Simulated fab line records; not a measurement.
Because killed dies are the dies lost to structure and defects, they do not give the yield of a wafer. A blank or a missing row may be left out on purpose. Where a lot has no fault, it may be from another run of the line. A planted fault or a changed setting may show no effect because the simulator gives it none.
Which of the tools did it? :: flow gf180mcu :: 42 wafers from 14 lots sampled at 5 of the route's 602 steps

WHAT THE GAUGES READ, wafer by wafer
GF_STI_THK_MEAS_02. Usual: STI_OXIDATION_THK gives 10.11 nm (standard deviation 0.15).
lot: L917
measured: day 1 12:10
on: filmMetro-02
STI_OXIDATION_THK (nm): 10.34 10.29 10.52
flag: 

lot: L918
measured: day 1 16:31
on: filmMetro-04
STI_OXIDATION_THK (nm): 10.32 10.21 10.28
flag: 

lot: L920
measured: day 2 03:08
on: filmMetro-01
STI_OXIDATION_THK (nm): 9.99 9.94 9.90
flag: 

lot: L921
measured: day 2 07:32
on: filmMetro-01
STI_OXIDATION_THK (nm): 9.99 10.16 10.18
flag: 

lot: L922
measured: day 2 15:07
on: filmMetro-04
STI_OXIDATION_THK (nm): 16.61 16.51 16.54
flag: OFF

lot: L923
measured: day 2 22:17
on: filmMetro-01
STI_OXIDATION_THK (nm): 10.45 10.46 10.25
flag: 

lot: L925
measured: day 3 07:50
on: filmMetro-02
STI_OXIDATION_THK (nm): 16.65 16.40 16.73
flag: OFF

lot: L926
measured: day 3 13:35
on: filmMetro-01
STI_OXIDATION_THK (nm): 16.10 16.41 16.48
flag: OFF

lot: L932
measured: day 4 14:31
on: filmMetro-01
STI_OXIDATION_THK (nm): 10.07 10.00 10.34
flag: 

lot: L933
measured: day 4 19:32
on: filmMetro-01
STI_OXIDATION_THK (nm): 9.91 10.04 10.23
flag: 

lot: L934
measured: day 5 00:31
on: filmMetro-04
STI_OXIDATION_THK (nm): 10.03 10.11 10.11
flag: 

lot: L936
measured: day 5 13:05
on: filmMetro-04
STI_OXIDATION_THK (nm): 10.06 9.90 10.05
flag: 

lot: L937
measured: day 5 15:50
on: filmMetro-01
STI_OXIDATION_THK (nm): 10.19 9.95 9.94
flag: 

lot: L939
measured: day 6 01:31
on: filmMetro-01
STI_OXIDATION_THK (nm): 9.89 10.07 10.12
flag: 

GF_CONTACT_OVL_MEAS_15. Usual: CONTACT_OVL gives 0 nm (standard deviation 5.3).
lot: L917
measured: day 16 00:59
on: overlay-02
CONTACT_OVL (nm): -8 -3 -2
flag: 

lot: L918
measured: day 16 04:22
on: overlay-02
CONTACT_OVL (nm): 4 -8 -5
flag: 

lot: L920
measured: day 17 14:06
on: overlay-01
CONTACT_OVL (nm): 2 -7 -5
flag: 

lot: L921
measured: day 17 18:59
on: overlay-01
CONTACT_OVL (nm): 3 1 1
flag: 

lot: L922
measured: day 18 02:46
on: overlay-01
CONTACT_OVL (nm): -4 -3 -8
flag: 

lot: L923
measured: day 18 11:49
on: overlay-02
CONTACT_OVL (nm): 3 0 -1
flag: 

lot: L925
measured: day 19 04:50
on: overlay-01
CONTACT_OVL (nm): 0 0 -3
flag: 

lot: L926
measured: day 19 14:14
on: overlay-01
CONTACT_OVL (nm): -7 -13 -6
flag: 

lot: L932
measured: day 21 21:19
on: overlay-02
CONTACT_OVL (nm): 1 7 3
flag: 

lot: L933
measured: day 22 02:31
on: overlay-02
CONTACT_OVL (nm): 5 8 9
flag: 

lot: L934
measured: day 22 12:17
on: overlay-01
CONTACT_OVL (nm): -3 4 3
flag: 

lot: L936
measured: day 23 02:11
on: overlay-01
CONTACT_OVL (nm): -4 -2 -5
flag: 

lot: L937
measured: day 23 06:15
on: overlay-01
CONTACT_OVL (nm): 0 -6 4
flag: 

lot: L939
measured: day 24 00:13
on: overlay-01
CONTACT_OVL (nm): 9 -2 4
flag: 

GF_M2_CD_MEAS_14: target cd 280 nm. Usual: cdNm 279.9 nm, standard deviation 1.3.
lot: L917
measured: day 19 01:50
on: cdSem-01
cdNm (nm): 281.8 281.2 282.8
flag: 

lot: L918
measured: day 19 04:26
on: cdSem-02
cdNm (nm): 282.6 280.9 282.5
flag: 

lot: L920
measured: day 20 18:26
on: cdSem-01
cdNm (nm): 280.9 280.6 281.9
flag: 

lot: L921
measured: day 20 23:29
on: cdSem-01
cdNm (nm): 277.7 277.5 277.1
flag: 

lot: L922
measured: day 21 06:29
on: cdSem-01
cdNm (nm): 277.9 278.2 279.2
flag: 

lot: L923
measured: day 21 16:45
on: cdSem-02
cdNm (nm): 280.3 279.0 280.0
flag: 

lot: L925
measured: day 22 09:46
on: cdSem-02
cdNm (nm): 280.0 279.8 280.6
flag: 

lot: L926
measured: day 22 18:13
on: cdSem-01
cdNm (nm): 280.3 281.7 280.5
flag: 

lot: L932
measured: day 24 21:56
on: cdSem-01
cdNm (nm): 281.2 280.4 280.4
flag: 

lot: L933
measured: day 25 00:17
on: cdSem-02
cdNm (nm): 280.7 281.6 282.5
flag: 

lot: L934
measured: day 25 14:51
on: cdSem-01
cdNm (nm): 279.0 278.9 279.0
flag: 

lot: L936
measured: day 25 22:57
on: cdSem-02
cdNm (nm): 280.0 278.7 279.2
flag: 

lot: L937
measured: day 26 04:02
on: cdSem-02
cdNm (nm): 278.9 278.9 277.7
flag: 

lot: L939
measured: day 26 20:58
on: cdSem-02
cdNm (nm): 278.5 279.0 278.8
flag: 

TOOL THAT RAN EACH LOT (tool first, then ch and the chambers of the sampled wafers, then the start)
lot: L917
GF_STI_OXIDATION_01: furnace-02 ch 0, day 1 10:46
GF_V1_ETCH_16: rieDiel-04 ch 1,2,3, day 18 00:16

lot: L918
GF_STI_OXIDATION_01: furnace-02 ch 0, day 1 15:07
GF_V1_ETCH_16: rieDiel-01 ch 1,2,3, day 18 03:09

lot: L920
GF_STI_OXIDATION_01: furnace-02 ch 0, day 2 01:44
GF_V1_ETCH_16: rieDiel-04 ch 0,2,3, day 19 16:51

lot: L921
GF_STI_OXIDATION_01: furnace-02 ch 0, day 2 06:08
GF_V1_ETCH_16: rieDiel-02 ch 0,1,3, day 19 21:13

lot: L922
GF_STI_OXIDATION_01: furnace-02 ch 0, day 2 11:11
GF_V1_ETCH_16: rieDiel-04 ch 0,1,3, day 20 05:18

lot: L923
GF_STI_OXIDATION_01: furnace-02 ch 0, day 2 20:52
GF_V1_ETCH_16: rieDiel-02 ch 1,2,3, day 20 15:08

lot: L925
GF_STI_OXIDATION_01: furnace-02 ch 0, day 3 03:38
GF_V1_ETCH_16: rieDiel-01 ch 1,2,3, day 21 08:23

lot: L926
GF_STI_OXIDATION_01: furnace-02 ch 0, day 3 08:59
GF_V1_ETCH_16: rieDiel-04 ch 0,1,2, day 21 17:32

lot: L932
GF_STI_OXIDATION_01: furnace-01 ch 0, day 4 13:07
GF_V1_ETCH_16: rieDiel-01 ch 0,3, day 23 22:04

lot: L933
GF_STI_OXIDATION_01: furnace-01 ch 0, day 4 18:07
GF_V1_ETCH_16: rieDiel-02 ch 1,2, day 24 01:35

lot: L934
GF_STI_OXIDATION_01: furnace-01 ch 0, day 4 23:07
GF_V1_ETCH_16: rieDiel-01 ch 1,2,3, day 24 15:53

lot: L936
GF_STI_OXIDATION_01: furnace-01 ch 0, day 5 11:41
GF_V1_ETCH_16: rieDiel-04 ch 0,1,2, day 25 00:02

lot: L937
GF_STI_OXIDATION_01: furnace-02 ch 0, day 5 14:25
GF_V1_ETCH_16: rieDiel-01 ch 2,3, day 25 05:08

lot: L939
GF_STI_OXIDATION_01: furnace-01 ch 0, day 6 00:07
GF_V1_ETCH_16: rieDiel-02 ch 0,1,3, day 25 22:37
- GF_STI_OXIDATION_01: stabilise 600 s, purge 300 s, target thk 10 nm.
- GF_V1_ETCH_16: etches BARC in N2/H2.

WHAT THE TOOLS THEMSELVES READ (means of the sampled wafers that have a number; where no wafer has one, the mark that the record gives instead)
GF_V1_ETCH_16. Usual: drypumpMotorCurrentA 5.8 A, standard deviation 0.37; h2FlowSccm 200.1 sccm, standard deviation 0.57; oesProductAu 0.854 a.u., standard deviation 0.0049; throttleValvePct 13.224 %, standard deviation 0.0089.
lot: L917
tool: rieDiel-04
drypumpMotorCurrentA (A): 6.0
h2FlowSccm (sccm): 200.6
oesProductAu (a.u.): 0.855
throttleValvePct (%): 13.224
flag: 

lot: L918
tool: rieDiel-01
drypumpMotorCurrentA (A): 5.3
h2FlowSccm (sccm): 200.1
oesProductAu (a.u.): 0.852
throttleValvePct (%): 13.224
flag: 

lot: L920
tool: rieDiel-04
drypumpMotorCurrentA (A): 5.8
h2FlowSccm (sccm): 200.1
oesProductAu (a.u.): 0.851
throttleValvePct (%): 13.231
flag: 

lot: L921
tool: rieDiel-02
drypumpMotorCurrentA (A): 6.1
h2FlowSccm (sccm): 200.1
oesProductAu (a.u.): 0.856
throttleValvePct (%): 13.222
flag: 

lot: L922
tool: rieDiel-04
drypumpMotorCurrentA (A): 6.0
h2FlowSccm (sccm): 200.3
oesProductAu (a.u.): 0.851
throttleValvePct (%): 13.218
flag: 

lot: L923
tool: rieDiel-02
drypumpMotorCurrentA (A): 5.9
h2FlowSccm (sccm): 199.9
oesProductAu (a.u.): 0.848
throttleValvePct (%): 13.220
flag: 

lot: L925
tool: rieDiel-01
drypumpMotorCurrentA (A): 5.3
h2FlowSccm (sccm): 199.2
oesProductAu (a.u.): 0.852
throttleValvePct (%): 13.224
flag: 

lot: L926
tool: rieDiel-04
drypumpMotorCurrentA (A): 6.0
h2FlowSccm (sccm): 200.3
oesProductAu (a.u.): 0.855
throttleValvePct (%): 13.226
flag: 

lot: L932
tool: rieDiel-01
drypumpMotorCurrentA (A): 6.2
h2FlowSccm (sccm): 199.5
oesProductAu (a.u.): 0.855
throttleValvePct (%): 13.211
flag: 

lot: L933
tool: rieDiel-02
drypumpMotorCurrentA (A): 5.7
h2FlowSccm (sccm): 199.6
oesProductAu (a.u.): 0.857
throttleValvePct (%): 13.226
flag: 

lot: L934
tool: rieDiel-01
drypumpMotorCurrentA (A): 5.3
h2FlowSccm (sccm): 200.0
oesProductAu (a.u.): 0.858
throttleValvePct (%): 13.231
flag: 

lot: L936
tool: rieDiel-04
drypumpMotorCurrentA (A): 5.9
h2FlowSccm (sccm): 200.2
oesProductAu (a.u.): 0.857
throttleValvePct (%): 13.226
flag: 

lot: L937
tool: rieDiel-01
drypumpMotorCurrentA (A): 5.3
h2FlowSccm (sccm): 199.9
oesProductAu (a.u.): 0.852
throttleValvePct (%): 13.229
flag: 

lot: L939
tool: rieDiel-02
drypumpMotorCurrentA (A): 6.1
h2FlowSccm (sccm): 200.4
oesProductAu (a.u.): 0.853
throttleValvePct (%): 13.233
flag: 

THE ANSWER, worked out from the rows above alone
Rule: lot off if the mean of its wafers having a number is beyond 3 standard deviations from the usual mean. Also off: a lot with no number at a reading for which 4 or more lots have one. Any other lot the step has rows for is counted as sound. The gauges are gone through in route order, then the tools' own readings, and for those a lot's mean is taken as printed above. At the first step where some lot is off, the reading lying furthest off is the one used; lots without a number count as furthest.
Off: L922, L925, L926, at GF_STI_THK_MEAS_02 (STI_OXIDATION_THK).
If a tool, at a process step before that reading, ran all the lots that are off and no sound lot after the first of them, it fits. Gauges at GF_STI_THK_MEAS_02: tried the same way as those tools. Of those tried, none fits.

WHAT THE SIMULATOR HAD PUT IN
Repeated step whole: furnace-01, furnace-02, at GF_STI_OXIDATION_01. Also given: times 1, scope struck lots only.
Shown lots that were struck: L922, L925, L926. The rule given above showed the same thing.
